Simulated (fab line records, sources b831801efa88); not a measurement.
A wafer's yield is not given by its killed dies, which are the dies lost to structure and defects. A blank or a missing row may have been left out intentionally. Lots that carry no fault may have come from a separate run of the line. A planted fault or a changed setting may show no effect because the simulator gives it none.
fab line records -- flow sky130
record lots=7, wafers=21, lastDay=50
route steps=708 shown CAPM@550 METAL3@555 PAD_OPEN@708
lots untouched by any fault: they come from a run of this same line in which no faults occurred
startH: start of the lot's first displayed wafer, in hours after the record's first day -- waitH: how many hours have passed since the lot's step before this one -- " unchanged from the row above -- L1.1+2: one row covering several wafers at once -- - value missing, or start not given -- * or withheld: withheld -- < > ~ a bound
route shown NAME@n: names a module that has steps shown in the file, with the first one's number in the route -- usual: mean/standard deviation taken from wafers without a fault -- same: alike in all rows -- chamber/n: place in a boat -- sites: readings site by site -- _std_site: standard deviation across them -- _edge_site: outer sites' mean less inner sites' -- radiusMm: how far each site lies from the wafer's centre -- mask NAME#n: copy n -- behind: tool/chamber where the wafer was last shaped -- hold: cause of the lot's hold/its duration in hours/its outcome -- device: names the non-switching transistor (n, p or np) -- end of line: the route-end tests of the same wafers -- a step given without rows: its recipe and nothing more -- killed: the dies lost at the first sort to structure and to defects; this is not the yield of the wafer -- map: per-die view of a wafer (x killed, . not killed, _ where there is no die)
set.NAME: setting as actually run; set.NAME@STEP: the setting as run at that earlier step -- model.NAME: the simulator's own value behind a step, which no gauge read
lots at selected steps of the route; one table per step, one row per wafer
services: when a tool's chamber went out of use (startH, in hours from the record's first day, below 0 if earlier), for how many hours, and the reason
## steps
# step SKY_CAPM_METAL_ETCH_13
# recipe targetDepthNm=220, stopOn=SiO2, chemistry=Cl2/BCl3, target=TiN, pressureMtorr=10, icpW=900, biasW=48.5, Cl2_flow_sccm=60, bcl3FlowSccm=30, timeS=62.9
# usual drypumpMotorCurrentA=5.7/0.39, heBacksideLeakSccm=3.31/0.19, oesProductAu=0.943/0.0068, throttleValvePct=21.901/0.0096
lot.wafer,tool,chamber,startH,waitH,drypumpMotorCurrentA,heBacksideLeakSccm,oesProductAu,rfHoursCounterH,throttleValvePct
L818.2,rieMetal-04,0,886.63,0.0,6.2,3.45,0.945,10,21.881
L818.3,rieMetal-04,0,886.63,0.0,6.1,3.41,0.940,-,21.910
L818.4,rieMetal-04,1,886.63,0.0,5.3,3.35,0.939,-,21.907
L825.4,rieMetal-04,1,945.43,0.0,5.3,3.16,0.933,-,21.923
L825.5,rieMetal-04,1,945.43,0.0,5.3,3.27,0.949,-,21.901
L825.6,rieMetal-04,0,945.43,0.0,6.2,3.57,0.945,-,21.907
L826.1,rieMetal-03,1,947.25,0.0,5.3,3.22,0.946,3,21.908
L826.4,rieMetal-03,0,947.25,0.0,5.6,3.24,0.946,-,21.893
L826.5,rieMetal-03,1,947.25,0.0,5.4,3.24,0.942,-,21.913
L827.1,rieMetal-01,0,956.78,0.0,5.7,3.29,0.945,10,21.913
L827.5,rieMetal-01,1,956.78,0.0,6.5,3.40,0.939,-,21.901
L827.6,rieMetal-01,0,956.78,0.0,5.7,3.36,0.943,-,21.909
L829.2,rieMetal-04,1,970.98,0.0,5.3,3.27,0.941,17,21.901
L829.4,rieMetal-04,1,970.98,0.0,5.3,3.26,0.952,-,21.891
L829.5,rieMetal-04,0,970.98,0.0,6.1,3.64,0.954,-,21.892
L831.1,rieMetal-04,0,987.53,0.0,6.2,3.44,0.947,14,21.893
L831.3,rieMetal-04,1,987.53,0.0,5.3,3.32,0.951,-,21.887
L831.5,rieMetal-04,0,987.53,0.0,6.2,3.37,0.944,-,21.892
L839.2,rieMetal-03,1,1033.08,0.0,5.4,3.23,0.938,8,21.901
L839.3,rieMetal-03,1,1033.08,0.0,5.4,3.29,0.937,-,21.913
L839.5,rieMetal-03,1,1033.08,0.0,5.4,3.18,0.947,-,21.902
# step SKY_CAPM_STRIP_14
# recipe chemistry=O2/N2, powerW=1400, pressureMtorr=1500, platenTempC=withheld, o2FlowSccm=3000, n2FlowSccm=300, overashFraction=0.5
# usual drypumpMotorCurrentA=5.7/0.56, o2FlowSccm=3000/9.2, oesProductAu=0.710/0.0045, stripTimeToEndpointS=12.66/0.045
lot.wafer,tool,chamber,startH,waitH,drypumpMotorCurrentA,o2FlowSccm,oesProductAu,rfHoursCounterH,stripTimeToEndpointS
L818.2,plasmaAsher-02,1,886.71,0.1,5.4,3005,0.713,14,12.70
L818.3,plasmaAsher-02,0,886.71,0.1,5.6,2993,0.716,-,12.72
L818.4,plasmaAsher-02,1,886.71,0.1,5.4,3000,0.706,-,12.68
L825.4,plasmaAsher-02,0,945.51,0.1,5.6,3015,0.707,-,12.64
L825.5,plasmaAsher-02,1,945.51,0.1,5.4,3011,0.709,-,12.65
L825.6,plasmaAsher-02,0,945.51,0.1,5.6,2988,0.713,-,12.69
L826.1,plasmaAsher-03,1,947.33,0.1,5.9,3008,0.713,78,12.66
L826.4,plasmaAsher-03,0,947.33,0.1,6.7,3002,0.708,-,12.65
L826.5,plasmaAsher-03,1,947.33,0.1,5.9,3009,0.715,-,12.68
L827.1,plasmaAsher-02,0,956.86,0.1,5.6,3007,0.707,21,12.60
L827.5,plasmaAsher-02,0,956.86,0.1,5.6,2998,0.706,-,12.69
L827.6,plasmaAsher-02,1,956.86,0.1,5.4,3011,0.715,-,12.65
L829.2,plasmaAsher-03,0,971.06,0.1,6.7,3014,0.707,81,12.74
L829.4,plasmaAsher-03,0,971.06,0.1,6.7,2997,0.719,-,12.67
L829.5,plasmaAsher-03,0,971.06,0.1,6.7,2997,0.718,-,12.69
L831.1,plasmaAsher-04,1,987.61,0.1,5.3,3011,0.715,117,12.62
L831.3,plasmaAsher-04,0,987.61,0.1,4.9,2976,0.713,-,12.67
L831.5,plasmaAsher-04,1,987.61,0.1,5.3,2994,0.711,-,12.64
L839.2,plasmaAsher-03,1,1033.16,0.1,5.9,3002,0.705,87,12.57
L839.3,plasmaAsher-03,0,1033.16,0.1,6.7,3007,0.704,-,12.57
L839.5,plasmaAsher-03,1,1033.16,0.1,5.9,3013,0.716,-,12.57
# step SKY_CAPM_STRIP_15
# recipe chemistry=postEtchResidueRemover, timeS=1200, tempC=72.5
# step SKY_CAPM_CLEAN_16
# recipe chemistry=IPA, timeS=180, tempC=25
# step SKY_CAPM_CLEAN_17
# recipe chemistry=O3/DIW, dry=n2Spin
# step SKY_METAL3_DEHYDRATE_05
# recipe tempC=200, timeS=60
# step SKY_METAL3_HMDS_06
# recipe primeTimeS=60, primeTempC=120
# step SKY_METAL3_COAT_07
# recipe resist=BARC, tempC=withheld, timeS=withheld, spinRpm=3000, resistThkNm=60
# step SKY_METAL3_COAT_08
# recipe resist=KrF-thick, spinRpm=3000, resistThkNm=1140
# step SKY_METAL3_SOFTBAKE_09
# recipe tempC=100, timeS=90, resist=KrF-thick
# step SKY_METAL3_EXPOSE_10
# recipe maskId=MM3, na=0.68, sourceShape=annular, sigmaInner=0.4, sigmaOuter=0.8, targetCdNm=300, doseMj=28
# step SKY_METAL3_PEB_11
# recipe pebTempC=withheld, pebTimeS=withheld, resist=KrF-thick
# step SKY_METAL3_DEVELOP_12
# recipe developTimeS=60, resist=KrF-thick, devTempC=21
# usual developerTempC=21.00/0.12
lot.wafer,tool,chamber,startH,waitH,developerTempC
L818.2,lithoTrack-03,0,911,-,20.84
L818.3,lithoTrack-03,0,911,-,21.12
L818.4,lithoTrack-03,0,911,-,21.14
L825.4,lithoTrack-02,0,970,-,20.97
L825.5,lithoTrack-02,0,970,-,20.87
L825.6,lithoTrack-02,0,970,-,21.01
L826.1,lithoTrack-03,0,971,-,21.91
L826.4,lithoTrack-03,0,972,-,21.89
L826.5,lithoTrack-03,0,972,-,21.70
L827.1,lithoTrack-03,0,981,-,22.01
L827.5,lithoTrack-03,0,981,-,21.82
L827.6,lithoTrack-03,0,981,-,21.82
L829.2,lithoTrack-03,0,994,-,22.05
L829.4,lithoTrack-03,0,994,-,21.93
L829.5,lithoTrack-03,0,994,-,21.86
L831.1,lithoTrack-04,0,1010,-,21.11
L831.3,lithoTrack-04,0,1010,-,20.91
L831.5,lithoTrack-04,0,1010,-,21.16
L839.2,lithoTrack-03,0,1056,-,21.17
L839.3,lithoTrack-03,0,1056,-,20.96
L839.5,lithoTrack-03,0,1056,-,21.00
# step SKY_METAL3_CD_MEAS_13
# recipe targetCdNm=300
# usual cdNm=299.4/1.7
lot.wafer,tool,chamber,startH,waitH,cdNm
L818.2,cdSem-02,-,912.00,-,299.1
L818.3,cdSem-02,-,912.00,-,300.1
L818.4,cdSem-02,-,912.00,-,299.6
L825.4,cdSem-02,-,970.43,-,303.3
L825.5,cdSem-02,-,970.43,-,302.3
L825.6,cdSem-02,-,970.43,-,302.1
L826.1,cdSem-01,-,972.13,-,297.9
L826.4,cdSem-01,-,972.13,-,297.1
L826.5,cdSem-01,-,972.13,-,297.1
L827.1,cdSem-01,-,981.28,-,297.5
L827.5,cdSem-01,-,981.28,-,297.2
L827.6,cdSem-01,-,981.28,-,297.9
L829.2,cdSem-01,-,994.65,-,296.4
L829.4,cdSem-01,-,994.65,-,296.9
L829.5,cdSem-01,-,994.65,-,296.7
L831.1,cdSem-01,-,1010.25,-,296.4
L831.3,cdSem-01,-,1010.25,-,296.5
L831.5,cdSem-01,-,1010.25,-,295.4
L839.2,cdSem-01,-,1056.30,-,297.8
L839.3,cdSem-01,-,1056.30,-,299.0
L839.5,cdSem-01,-,1056.30,-,297.7
# step SKY_PAD_OPEN_PROBE_99
# usual defectLimitedYield=82.8/2, killed_at_M0_to_M3=42/7.3, killed_at_M4_up=3.2/1.8, killedAtContacts=25/5.2, killedAtFrontEnd=15/4.6, killedAtOther=0.3/0.62, killedDies=85/9.9, killedOpen=46/7.1, killedShort=38/5.7, sort_bin_3_pad_short=0.9/0.42, sort_bin_5_function=10.0/1.5, sort_bin_6_memory=6.3/1.2, sortNPass=407/9.9, sortYieldPct=82.8/2
# same grossDies=492, killedAtBackSide=0, sort_bin_4_leakage[%]=0, sort_bin_8_speed[%]=0
lot.wafer,tool,chamber,startH,waitH,defectLimitedYield[%],killed_at_M0_to_M3,killed_at_M4_up,killedAtContacts,killedAtFrontEnd,killedAtOther,killedDies,killedOpen,killedShort,sort_bin_3_pad_short[%],sort_bin_5_function[%],sort_bin_6_memory[%],sortNPass,sortYieldPct[%]
L818.2,prober-01,-,1083.87,0.1,81.7,38,4,32,16,0,90,48,42,0.6,12.2,5.5,402,81.7
L818.3,prober-01,-,1083.92,0.2,82.5,50,0,23,13,0,86,44,42,1.0,9.1,7.3,406,82.5
L818.4,prober-01,-,1083.97,0.2,79.3,35,6,29,31,1,102,59,43,1.4,12.4,6.9,390,79.3
L825.4,prober-01,-,1132.37,0.2,85.2,42,2,14,14,1,73,35,38,0,9.8,5.1,419,85.2
L825.5,prober-01,-,1132.42,0.2,83.3,40,2,27,13,0,82,44,38,1.2,8.9,6.5,410,83.3
L825.6,prober-01,-,1132.47,0.2,87.2,31,4,19,9,0,63,30,33,1.4,7.5,3.9,429,87.2
L826.1,prober-02,-,1133.46,0.1,81.3,49,2,31,8,2,92,48,44,1.2,11.0,6.5,400,81.3
L826.4,prober-02,-,1133.61,0.2,80.5,43,4,33,16,0,96,50,46,1.0,11.8,6.7,396,80.5
L826.5,prober-02,-,1133.66,0.2,83.9,46,3,21,9,0,79,47,32,0.8,10.2,5.1,413,83.9
L827.1,prober-01,-,1140.48,0.1,83.5,33,6,28,14,0,81,49,32,0.4,8.1,7.9,411,83.5
L827.5,prober-01,-,1140.68,0.2,80.7,41,0,33,20,1,95,52,43,0.4,14.0,4.9,397,80.7
L827.6,prober-01,-,1140.73,0.2,81.3,43,2,32,15,0,92,49,43,0.4,10.4,7.9,400,81.3
L831.1,prober-01,-,1165.05,0.1,85.2,42,4,18,9,0,73,38,35,0.2,8.7,5.9,419,85.2
L831.3,prober-01,-,1165.15,0.2,83.5,38,3,26,14,0,81,48,33,1.0,8.9,6.5,411,83.5
L831.5,prober-01,-,1165.25,0.2,82.7,49,1,28,7,0,85,50,35,0.4,9.6,7.3,407,82.7
L839.2,prober-01,-,1197.10,0.1,81.9,49,2,23,15,0,89,59,30,0.8,9.6,7.7,403,81.9
L839.3,prober-01,-,1197.15,0.2,84.8,38,5,17,15,0,75,37,38,0.2,9.1,5.9,417,84.8
L839.5,prober-01,-,1197.25,0.2,82.1,42,3,29,14,0,88,51,37,0.4,10.8,6.7,404,82.1
# killed by level:class
L818.2 CONTACT:geometricParticle:open=14 VIA1:geometricParticle:open=8 CONTACT:geometricParticle:short=7 LI_CONTACT:geometricParticle:open=6 VIA3:geometricParticle:open=5 POLY_GATE:geometricParticle:open=4 POLY_GATE:geometricParticle:short=4 METAL1:geometricParticle:short=4
L818.3 VIA1:geometricParticle:open=17 CONTACT:geometricParticle:short=8 VIA3:geometricParticle:open=6 FIELD_ISO:geometricParticle:open=5 LOCAL_INTERCONNECT:geometricParticle:short=5 CONTACT:geometricParticle:open=5 VIA1:geometricParticle:short=5 METAL2:geometricParticle:short=5
L818.4 FIELD_ISO:geometricParticle:open=10 CONTACT:geometricParticle:open=10 VIA2:geometricParticle:open=8 FIELD_ISO:geometricParticle:short=7 LI_CONTACT:geometricParticle:open=7 CONTACT:geometricParticle:short=6 POLY_GATE:geometricParticle:open=5 LOCAL_INTERCONNECT:geometricParticle:short=5
L825.4 VIA3:geometricParticle:open=7 LI_CONTACT:geometricParticle:open=5 VIA1:geometricParticle:open=5 VIA1:geometricParticle:short=5 FIELD_ISO:geometricParticle:short=4 POLY_GATE:geometricParticle:open=4 METAL1:geometricParticle:short=4 METAL2:geometricParticle:short=4
L825.5 VIA1:geometricParticle:open=9 LI_CONTACT:geometricParticle:open=8 CONTACT:geometricParticle:open=7 VIA1:geometricParticle:short=6 VIA3:geometricParticle:open=6 POLY_GATE:geometricParticle:open=5 LI_CONTACT:geometricParticle:short=5 METAL1:geometricParticle:short=5
L825.6 CONTACT:geometricParticle:open=8 VIA1:geometricParticle:open=7 METAL1:geometricParticle:short=6 VIA1:geometricParticle:short=5 POLY_GATE:geometricParticle:short=4 LI_CONTACT:geometricParticle:open=4 METAL2:geometricParticle:short=4 LOCAL_INTERCONNECT:geometricParticle:short=3
L826.1 VIA1:geometricParticle:open=15 CONTACT:geometricParticle:open=8 CONTACT:geometricParticle:short=8 LI_CONTACT:geometricParticle:open=7 VIA2:geometricParticle:open=7 METAL2:geometricParticle:short=6 VIA3:geometricParticle:open=4 METAL1:geometricParticle:short=4
L826.4 CONTACT:geometricParticle:open=12 LI_CONTACT:geometricParticle:open=8 LOCAL_INTERCONNECT:geometricParticle:short=8 METAL1:geometricParticle:short=8 VIA1:geometricParticle:open=7 VIA3:geometricParticle:open=6 METAL2:geometricParticle:short=5 POLY_GATE:geometricParticle:open=4
L826.5 VIA1:geometricParticle:open=13 VIA1:geometricParticle:short=10 VIA2:geometricParticle:open=8 LI_CONTACT:geometricParticle:open=7 CONTACT:geometricParticle:open=7 FIELD_ISO:geometricParticle:open=6 CONTACT:geometricParticle:short=5 METAL2:geometricParticle:short=4
L827.1 CONTACT:geometricParticle:open=11 FIELD_ISO:geometricParticle:open=6 VIA1:geometricParticle:open=6 LI_CONTACT:geometricParticle:short=6 VIA2:geometricParticle:open=6 LI_CONTACT:geometricParticle:open=5 METAL2:geometricParticle:short=5 POLY_GATE:geometricParticle:short=3
L827.5 CONTACT:geometricParticle:open=12 LI_CONTACT:geometricParticle:open=8 VIA1:geometricParticle:open=7 VIA2:geometricParticle:open=7 METAL1:geometricParticle:short=6 VIA1:geometricParticle:short=6 FIELD_ISO:geometricParticle:open=5 LOCAL_INTERCONNECT:geometricParticle:short=5
L827.6 LI_CONTACT:geometricParticle:open=10 VIA1:geometricParticle:open=10 LOCAL_INTERCONNECT:geometricParticle:short=7 CONTACT:geometricParticle:open=7 VIA2:geometricParticle:open=6 VIA3:geometricParticle:open=6 VIA1:geometricParticle:short=5 METAL2:geometricParticle:short=5
L831.1 VIA1:geometricParticle:open=12 CONTACT:geometricParticle:open=10 METAL2:geometricParticle:short=6 FIELD_ISO:geometricParticle:short=4 METAL1:geometricParticle:short=4 VIA1:geometricParticle:short=4 CONTACT:geometricParticle:short=3 VIA2:geometricParticle:open=3
L831.3 CONTACT:geometricParticle:open=10 VIA2:geometricParticle:open=9 LI_CONTACT:geometricParticle:open=7 VIA3:geometricParticle:open=5 LOCAL_INTERCONNECT:geometricParticle:short=4 METAL1:geometricParticle:short=4 METAL2:geometricParticle:short=4 FIELD_ISO:geometricParticle:short=3
L831.5 VIA1:geometricParticle:open=14 CONTACT:geometricParticle:open=10 VIA1:geometricParticle:short=9 LI_CONTACT:geometricParticle:open=8 VIA2:geometricParticle:open=7 LOCAL_INTERCONNECT:geometricParticle:short=5 METAL2:geometricParticle:short=4 VIA3:geometricParticle:open=4
L839.2 VIA1:geometricParticle:open=15 CONTACT:geometricParticle:open=9 VIA2:geometricParticle:open=9 LI_CONTACT:geometricParticle:open=8 VIA1:geometricParticle:short=5 POLY_GATE:geometricParticle:open=4 POLY_GATE:geometricParticle:short=4 CONTACT:geometricParticle:short=4
L839.3 CONTACT:geometricParticle:open=6 VIA1:geometricParticle:open=6 VIA3:geometricParticle:open=6 VIA2:geometricParticle:open=5 METAL1:geometricParticle:short=5 VIA1:geometricParticle:short=5 FIELD_ISO:geometricParticle:open=4 SPACER:geometricParticle:short=4
L839.5 CONTACT:geometricParticle:open=14 VIA1:geometricParticle:open=9 VIA2:geometricParticle:open=7 VIA3:geometricParticle:open=6 FIELD_ISO:geometricParticle:short=5 VIA2:geometricParticle:short=5 LI_CONTACT:geometricParticle:short=4 LI_CONTACT:geometricParticle:open=4
## services
tool,chamber,startH,hours,kind
rieMetal-01,1,877.61,-,clean
rieMetal-01,1,877.61,14.5,scheduledDown
rieMetal-01,1,877.61,14.5,ventCycle
rieMetal-03,-,882.90,0.2,repair
rieMetal-03,1,924.88,6.6,repair
plasmaAsher-04,-,939.21,2.8,pm
plasmaAsher-03,-,1012.13,1.5,repair
plasmaAsher-03,-,1021.01,2.1,repair
rieMetal-03,0,1025.51,2.5,repair
rieMetal-04,1,1050.25,-,clean
rieMetal-04,1,1050.25,21.0,scheduledDown
rieMetal-04,1,1050.25,21.0,ventCycle
lithoTrack-03,-,1053.52,-,consumableReplace:filter
plasmaAsher-04,-,1055.25,9.0,pm
plasmaAsher-04,0,1055.25,9.0,ventCycle
plasmaAsher-04,1,1055.25,9.0,ventCycle
## key
firstSign step=SKY_METAL3_DEVELOP_12, reading=developerTempC, direction=up, sigmas=7.6, usual=*, struck=*
effect none on later readings
metAt SKY_METAL3_DEVELOP_12
struckWafers L826.1,L826.4,L826.5,L827.1,L827.5,L827.6,L829.2,L829.4,L829.5
loopTrim step=SKY_METAL3_EXPOSE_10, setting=dose, lots=L829
onsetBetween 911 971
fault kind=processParameterDrift, tool=lithoTrack-03, chamber=-, onsetH=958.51, steps=SKY_METAL3_DEVELOP_12, channel=devTempC, offset=*, shape=step, endH=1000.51, actsIn=*, stated=*
# loopTrim: a control loop set the setting to another value than it would have without faults
